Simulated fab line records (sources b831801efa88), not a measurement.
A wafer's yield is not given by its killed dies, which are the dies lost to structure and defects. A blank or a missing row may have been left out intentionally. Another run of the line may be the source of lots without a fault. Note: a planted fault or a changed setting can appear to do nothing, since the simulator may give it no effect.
fab line records + flow sfqLine
[record]
- lots = 14
- wafers = 42
- lastDay = 91
route steps=325 shown I6@270
lots that met no fault: from a run of the same line without faults
startH: the number of hours between the record's first day and the start of the first shown wafer of the lot + waitH: hours since the lot's step before + " unchanged from the row above + L1.1+2: a single row standing in for several wafers + - value missing, or start not given + * or withheld: withheld + < > ~ a bound
route shown NAME@n: names a module that has steps shown in the file, with the first one's number in the route + usual: mean/standard deviation taken from wafers without a fault + same: alike in all rows + chamber/n: place in a boat + sites: each site's reading + _std_site: their standard deviation + _edge_site: outer sites' mean less inner sites' + radiusMm: for every site, how far away it sits from the centre of the wafer + mask NAME#n: copy n + behind: the tool/chamber that last shaped the wafer + hold: reason for holding the lot/hours on hold/outcome of the hold + device: the transistor (n, p or np) that didn't switch + end of line: the tests these same wafers got at the end of their route + a step without rows: its recipe alone + killed: count of dies lost to structure and defects at first sort (not the wafer's yield) + map: a wafer's dies, x killed, . not, _ none there
set.NAME: the run value of the setting; set.NAME@STEP: its run value at that earlier step + model.NAME: the simulator's own value behind a step, which no gauge read
one table for each step of the route and one row for each wafer, over a sample of lots
[[steps]]
[step SFQ_TRILAYER_I6_VIA_LITHO_COAT_174]
[recipe]
- resist = BARC
- spinRpm = 3000
- resistThkNm = 62
[usual]
- dispensePressureKPa = 51/6
- spinSpeedRpm = 2999.7/2
| lot.wafer | tool          | chamber | startH  | waitH | dispensePressureKPa | spinSpeedRpm |
|-----------|---------------|---------|---------|-------|---------------------|--------------|
| L988.2    | lithoTrack-02 | 0       | 1694.56 | 0.8   | 52                  | 2995.8       |
| L988.3    | "             | 0       | "       | "     | 52                  | 2999.2       |
| L988.5    | "             | 0       | "       | "     | 52                  | 3000.2       |
| L990.2    | lithoTrack-03 | 0       | 1715.36 | 0.8   | 56                  | 2998.0       |
| L990.5    | "             | 0       | "       | "     | 56                  | 3000.8       |
| L990.6    | "             | 0       | "       | "     | 56                  | 2997.6       |
| L991.1    | lithoTrack-03 | 0       | 1722.51 | 1.0   | 56                  | 3001.3       |
| L991.2    | "             | 0       | "       | "     | 56                  | 3000.1       |
| L991.4    | "             | 0       | "       | "     | 56                  | 3000.3       |
| L992.1    | lithoTrack-03 | 0       | 1726.11 | 1.0   | 56                  | 2917.4       |
| L992.3    | "             | 0       | "       | "     | 56                  | 2920.6       |
| L992.4    | "             | 0       | "       | "     | 56                  | 2922.0       |
| L993.2    | lithoTrack-01 | 0       | 1732.16 | 0.8   | 42                  | 2999.1       |
| L993.4    | "             | 0       | "       | "     | 42                  | 2998.2       |
| L993.5    | "             | 0       | "       | "     | 42                  | 2998.1       |
| L994.4    | lithoTrack-03 | 0       | 1737.27 | 0.6   | 56                  | 2919.4       |
| L994.5    | "             | 0       | "       | "     | 56                  | 2922.3       |
| L994.6    | "             | 0       | "       | "     | 56                  | 2921.7       |
| L101.1    | lithoTrack-01 | 0       | 1816.15 | 1.0   | 42                  | 2997.0       |
| L101.3    | "             | 0       | "       | "     | 42                  | 2997.7       |
| L101.4    | "             | 0       | "       | "     | 42                  | 3000.1       |
| L102.3    | lithoTrack-03 | 0       | 1819.79 | 0.7   | 56                  | 2999.6       |
| L102.5    | "             | 0       | "       | "     | 56                  | 2997.0       |
| L102.6    | "             | 0       | "       | "     | 56                  | 2996.2       |
| L104.3    | lithoTrack-03 | 0       | 1844.85 | 0.7   | 56                  | 2997.6       |
| L104.4    | "             | 0       | "       | "     | 56                  | 2997.4       |
| L104.6    | "             | 0       | "       | "     | 56                  | 2998.5       |
| L106.1    | lithoTrack-03 | 0       | 1857.51 | 1.0   | 56                  | 2999.5       |
| L106.4    | "             | 0       | "       | "     | 56                  | 3001.7       |
| L106.5    | "             | 0       | "       | "     | 56                  | 3000.9       |
| L107.1    | lithoTrack-03 | 0       | 1865.75 | 1.0   | 56                  | 2995.8       |
| L107.5    | "             | 0       | "       | "     | 56                  | 2998.9       |
| L107.6    | "             | 0       | "       | "     | 56                  | 2997.0       |
| L108.1    | lithoTrack-03 | 0       | 1866.74 | 1.0   | 56                  | 3001.3       |
| L108.2    | "             | 0       | "       | "     | 56                  | 2996.8       |
| L108.6    | "             | 0       | "       | "     | 56                  | 2999.5       |
| L109.1    | lithoTrack-01 | 0       | 1878.59 | 1.0   | 42                  | 3001.8       |
| L109.2    | "             | 0       | "       | "     | 42                  | 3000.2       |
| L109.3    | "             | 0       | "       | "     | 42                  | 3001.7       |
| L110.1    | lithoTrack-01 | 0       | 1885.81 | 1.0   | 42                  | 2999.9       |
| L110.3    | "             | 0       | "       | "     | 42                  | 2998.1       |
| L110.5    | "             | 0       | "       | "     | 42                  | 2999.5       |
[[key]]
[firstSign]
- step = SFQ_TRILAYER_I6_VIA_LITHO_COAT_174
- reading = spinSpeedRpm
- direction = down
- sigmas = 39
- usual = 2999.7
- struck = 2920.6
effect none on later readings
metAt SFQ_TRILAYER_I6_VIA_LITHO_COAT_174
struckLots L992,L994
onsetBetween 1722.51 1726.11
[fault]
- kind = processParameterDrift
- tool = lithoTrack-03
- chamber = -
- onsetH = 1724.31
- steps = SFQ_TRILAYER_I6_VIA_LITHO_COAT_174
- channel = spinRpm
- offset = -77.725
- shape = step
- endH = 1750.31
- actsIn = theseRecipesOnly
- stated = 3000
